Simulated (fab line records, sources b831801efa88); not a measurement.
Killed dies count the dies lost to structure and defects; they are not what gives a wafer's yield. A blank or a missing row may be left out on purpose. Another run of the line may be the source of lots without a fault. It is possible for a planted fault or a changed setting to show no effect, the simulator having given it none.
Which tool did it? | flow gf180mcu | 13 lots, 36 wafers sampled, at 5 steps of a route of 602

== WHAT THE GAUGES SHOWED, per wafer ==
GF_CONTACT_THK_MEAS_01.
lot  | measured     | on            | CONTACT_CVD_00_THK (nm)
L170 | day 14 22:07 | film metro-01 | 303 302 304
L171 | day 15 06:56 | film metro-04 | 298 300 297
L174 | day 16 07:08 | film metro-01 | 305 313
L176 | day 17 02:36 | film metro-01 | 303 303 309
L177 | day 18 02:26 | film metro-03 | 305 306 300
L178 | day 18 03:56 | film metro-04 | 306 298 305
L179 | day 18 16:20 | film metro-03 | 303 301 301
L182 | day 20 14:55 | film metro-03 | 299 301 303
L184 | day 20 17:01 | film metro-03 | 303 307
L189 | day 21 22:39 | film metro-04 | 304 303 306
L190 | day 22 04:44 | film metro-01 | 298 300 303
L191 | day 22 12:56 | film metro-04 | 303 302 299
L192 | day 22 20:06 | film metro-03 | 301 300

GF_M1_CD_MEAS_14: the cd target is 230 nm.
lot  | measured     | on        | cd nm (nm)
L170 | day 16 20:17 | cd sem-02 | 229.7 230.0 231.1
L171 | day 17 05:10 | cd sem-02 | 228.8 226.7 229.1
L174 | day 18 06:01 | cd sem-02 | 229.7 229.6
L176 | day 19 04:23 | cd sem-01 | 233.2 232.2 232.7
L177 | day 20 04:32 | cd sem-01 | 229.5 227.5 227.6
L178 | day 20 06:04 | cd sem-02 | 229.6 230.1 229.8
L179 | day 20 19:25 | cd sem-01 | 230.5 229.8 229.2
L182 | day 22 16:56 | cd sem-01 | 231.1 229.8 186.7 231.1 230.3 186.1
L184 | day 22 17:50 | cd sem-02 | 230.2 186.8 230.3 187.0
L189 | day 23 22:40 | cd sem-01 | 230.1 230.4 230.4
L190 | day 24 04:37 | cd sem-02 | 228.3 228.2 227.9
L191 | day 24 12:38 | cd sem-01 | 229.0 228.3 229.0
L192 | day 24 18:59 | cd sem-01 | 228.1 227.9

== TOOL THAT RAN EACH LOT (tool first, then ch and the chambers of the sampled wafers, then the start) ==
lot  | GF_CONTACT_CMP_04             | GF_M1_SPUTTER_02             | GF_M1_EXPOSE_11
L170 | cmp-01 ch 0,2,3, day 14 22:25 | pvd sputter-04, day 15 21:59 | krf scanner-01 ch 0, day 16 09:05
L171 | cmp-02 ch 0,2,3, day 15 07:07 | pvd sputter-04, day 16 07:04 | krf scanner-02 ch 0, day 16 18:11
L174 | cmp-02 ch 0,1, day 16 07:29   | pvd sputter-03, day 17 06:57 | krf scanner-02 ch 0, day 17 18:35
L176 | cmp-01 ch 0,1,3, day 17 02:50 | pvd sputter-03, day 18 04:50 | krf scanner-01 ch 0, day 18 16:35
L177 | cmp-01 ch 0,1,3, day 18 02:44 | pvd sputter-04, day 19 04:03 | krf scanner-02 ch 0, day 19 16:57
L178 | cmp-01 ch 1,2,3, day 18 04:10 | pvd sputter-03, day 19 05:18 | krf scanner-01 ch 0, day 19 17:56
L179 | cmp-01 ch 1,2, day 18 16:37   | pvd sputter-01, day 19 18:54 | krf scanner-01 ch 0, day 20 07:13
L182 | cmp-01 ch 0,2,3, day 20 15:11 | pvd sputter-03, day 21 17:12 | krf scanner-02 ch 0, day 22 04:49
L184 | cmp-02 ch 1,3, day 20 17:19   | pvd sputter-03, day 21 19:06 | krf scanner-02 ch 0, day 22 05:35
L189 | cmp-02 ch 0,2,3, day 21 22:50 | pvd sputter-03, day 22 23:40 | krf scanner-01 ch 0, day 23 11:25
L190 | cmp-01 ch 0,2,3, day 22 04:55 | pvd sputter-01, day 23 06:10 | krf scanner-01 ch 0, day 23 18:23
L191 | cmp-02 ch 0,1,3, day 22 13:14 | pvd sputter-04, day 23 14:46 | krf scanner-01 ch 0, day 24 01:31
L192 | cmp-02 ch 1,2, day 22 20:22   | pvd sputter-04, day 23 21:04 | krf scanner-01 ch 0, day 24 08:03
- GF_CONTACT_CMP_04: polishes SiO2.
- GF_M1_SPUTTER_02: material AlCu, target thk 450 nm, time 23.9 s.
- GF_M1_EXPOSE_11: exposes mask Metal1, target cd 230 nm.

== AS READ BY THE TOOLS THEMSELVES (means over the sampled wafers that have a number; for cases with no such wafer, the mark the record gives instead) ==
GF_CONTACT_CMP_04.
lot  | tool   | motor current A (A) | slurry flow ml min | time to endpoint s (s)
L170 | cmp-01 | 12.1                | 149.7              | 118
L171 | cmp-02 | 13.6                | 149.3              | 110
L174 | cmp-02 | 13.8                | 150.1              | 113
L176 | cmp-01 | 12.3                | 150.6              | 105
L177 | cmp-01 | 12.6                | 150.0              | 105
L178 | cmp-01 | 12.8                | 150.4              | 112
L179 | cmp-01 | 13.4                | 149.9              | 114
L182 | cmp-01 | 11.9                | 150.0              | 119
L184 | cmp-02 | 13.3                | 150.2              | 111
L189 | cmp-02 | 13.3                | 150.0              | 106
L190 | cmp-01 | 12.0                | 149.8              | 111
L191 | cmp-02 | 14.0                | 150.3              | 105
L192 | cmp-02 | 12.8                | 150.1              | 112

GF_M1_SPUTTER_02.
lot  | tool           | throttle valve pct (%)
L170 | pvd sputter-04 | 29.8
L171 | pvd sputter-04 | 29.6
L174 | pvd sputter-03 | 29.8
L176 | pvd sputter-03 | 29.2
L177 | pvd sputter-04 | 29.8
L178 | pvd sputter-03 | 28.7
L179 | pvd sputter-01 | 28.8
L182 | pvd sputter-03 | 30.1
L184 | pvd sputter-03 | 32.2
L189 | pvd sputter-03 | 30.1
L190 | pvd sputter-01 | 28.5
L191 | pvd sputter-04 | 29.9
L192 | pvd sputter-04 | 30.0

GF_M1_EXPOSE_11.
lot  | tool           | exposure dose mJ cm2
L170 | krf scanner-01 | 27.990
L171 | krf scanner-02 | 27.998
L174 | krf scanner-02 | 28.038
L176 | krf scanner-01 | 28.019
L177 | krf scanner-02 | 27.978
L178 | krf scanner-01 | 27.998
L179 | krf scanner-01 | 28.003
L182 | krf scanner-02 | 28.024
L184 | krf scanner-02 | 27.953
L189 | krf scanner-01 | 27.993
L190 | krf scanner-01 | 28.013
L191 | krf scanner-01 | 27.979
L192 | krf scanner-01 | 28.029

== THE ANSWER, worked out from the rows above alone ==
Rule: the usual values come from the lots themselves. Put in order of their means at a reading, lots are off if they are a third of the lots or fewer, leave a main group of 4 or more, and stand apart from it by a gap of 3 or more times the standard deviation of the main group's means; of several such gaps the widest counts. A main group is skipped when, at the precision printed for the reading in the tables above, its means are all equal. Also off: a lot with no number at a reading for which 4 or more lots have one. Where the step has rows for the other lots, those lots are counted as sound. Order of review: gauges by route order, followed by the tools' own readings, for which a lot's mean as printed above is used. The first step at which some lot is off is used, and at that step the reading that is off furthest; a lot without a number counts as furthest.
Off, at GF_M1_CD_MEAS_14 on cd nm: L182, L184. For the main group the mean is 229.4 nm and the standard deviation 1.3.
A tool fits if, at a process step before that reading, it ran every lot that is off, and no sound lot after the first of them. Gauges at GF_M1_CD_MEAS_14: tried the same way as those tools. One fits: GF_M1_EXPOSE_11 on krf scanner-02. A fault onset in the window from L177 (day 19 16:57, its last sound lot) to L182 (day 22 04:49, its first lot off) fits.

== WHAT THE SIMULATOR PUT IN ==
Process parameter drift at GF_M1_EXPOSE_11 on krf scanner-02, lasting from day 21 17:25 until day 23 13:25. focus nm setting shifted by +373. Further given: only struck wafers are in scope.
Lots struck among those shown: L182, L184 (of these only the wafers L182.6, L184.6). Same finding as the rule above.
